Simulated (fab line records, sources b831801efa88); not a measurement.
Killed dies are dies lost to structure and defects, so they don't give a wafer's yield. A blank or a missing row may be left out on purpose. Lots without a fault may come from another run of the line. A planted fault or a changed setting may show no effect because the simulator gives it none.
A struck lot beside a sound one | flow sky130 | 14 steps out of a route of 708
Sound: wafers L238.1, L238.5, L238.6. Struck: wafers L242.2, L242.5, L242.6. The cause comes at the end.
At each step with rows: each side's tool, then ch and its chambers, then its first start. Under that, the readings that differ: sound wafers | struck wafers | difference of the means | sigmas: that difference in standard deviations of wafers without a fault.
alike: readings whose means differ by less than 2 such deviations, and words and numbers that are the same on both sides. not compared: withheld readings, readings that some wafer has no value for, bounds like >300 that may hide the same value, and numbers for which the record gives no deviation and whose values overlap.
The two part at a step that has a row with sigmas, a row that says differs or no value, or rows on one side only. Numbers that don't overlap but have no deviation are shown without sigmas and don't part them. A reading that every wafer of one side lacks parts them only if that side has two wafers or more.

first, 6 steps without rows for these wafers: SKY_METAL4_COAT_07 (resist thk 60 nm); SKY_METAL4_COAT_08 (resist thk 1140 nm); SKY_METAL4_SOFTBAKE_09 (time 90 s); SKY_METAL4_EXPOSE_10 (exposes mask MM4, target cd 300 nm); SKY_METAL4_PEB_11; SKY_METAL4_DEVELOP_12 (develop time 60 s).
SKY_METAL4_CD_MEAS_13: target cd 300 nm.
  sound on cd_sem-01, day 45 12:08; struck on cd_sem-01, day 46 16:29
  alike: cd_nm
SKY_METAL4_OVL_MEAS_14:
  sound on overlay-02, day 45 12:16; struck on overlay-02, day 46 16:36
  alike: METAL4_OVL
SKY_METAL4_DESCUM_15: chemistry O2, time 8 s.
  sound on rie_metal-03 ch 0,1, day 45 12:17; struck on rie_metal-03 ch 0,1, day 46 16:38
  alike: drypump_motor_current_A, oes_product_au
  not compared: rf_hours_counter_h
SKY_METAL4_ETCH_16: etches BARC in N2/H2, stops on SiO2, time 88.2 s, target depth 60 nm.
  sound on rie_metal-03 ch 0,1, day 45 12:19; struck on rie_metal-03 ch 0,1, day 46 16:40
  alike: drypump_motor_current_A, h2_flow_sccm, oes_product_au, throttle_valve_pct
  not compared: rf_hours_counter_h
SKY_METAL4_ETCH_17: etches SiO2 in C4F8/O2/Ar, stops on TiN, time 3.9 s, target depth 15 nm.
  sound on rie_diel-02 ch 2,3, day 45 12:25; struck on rie_diel-04 ch 2,3, day 46 16:46
  alike: oes_product_au
  not compared: rf_hours_counter_h
SKY_METAL4_METAL_ETCH_18: etches the open film in Cl2/BCl3, stops on SiO2, target depth 845 nm, time 183.1 s.
  sound on rie_metal-02 ch 0,1, day 45 12:26; struck on rie_metal-04 ch 0,1, day 46 16:47
  alike: drypump_motor_current_A, oes_product_au, throttle_valve_pct
  not compared: rf_hours_counter_h
SKY_METAL4_STRIP_19: strips in O2/N2.
  sound on plasma_asher-03 ch 0,1, day 45 12:37; struck on plasma_asher-01 ch 0,1, day 46 16:58
  no value came back on the struck wafers for chamber_pressure_mTorr (mTorr), drypump_motor_current_A (A), oes_product_au (a.u.), strip_time_to_endpoint_s (s); on the sound wafers chamber_pressure_mTorr (mTorr) reads 1501 1499 1499
  reading                                       | sound | struck            | difference | sigmas
  model.KrF-thick_of_METAL4_COAT_08.thk_nm (nm) | 0 0 0 | 533.1 528.7 533.2 | +531.7     |
  not compared: rf_hours_counter_h
then, 1 step without rows for these wafers: SKY_METAL4_STRIP_20 (strips in post etch residue remover, time 1200 s).

WHERE THEY PART
Only at SKY_METAL4_STRIP_19, within this record.

WHY: what the simulator had put in
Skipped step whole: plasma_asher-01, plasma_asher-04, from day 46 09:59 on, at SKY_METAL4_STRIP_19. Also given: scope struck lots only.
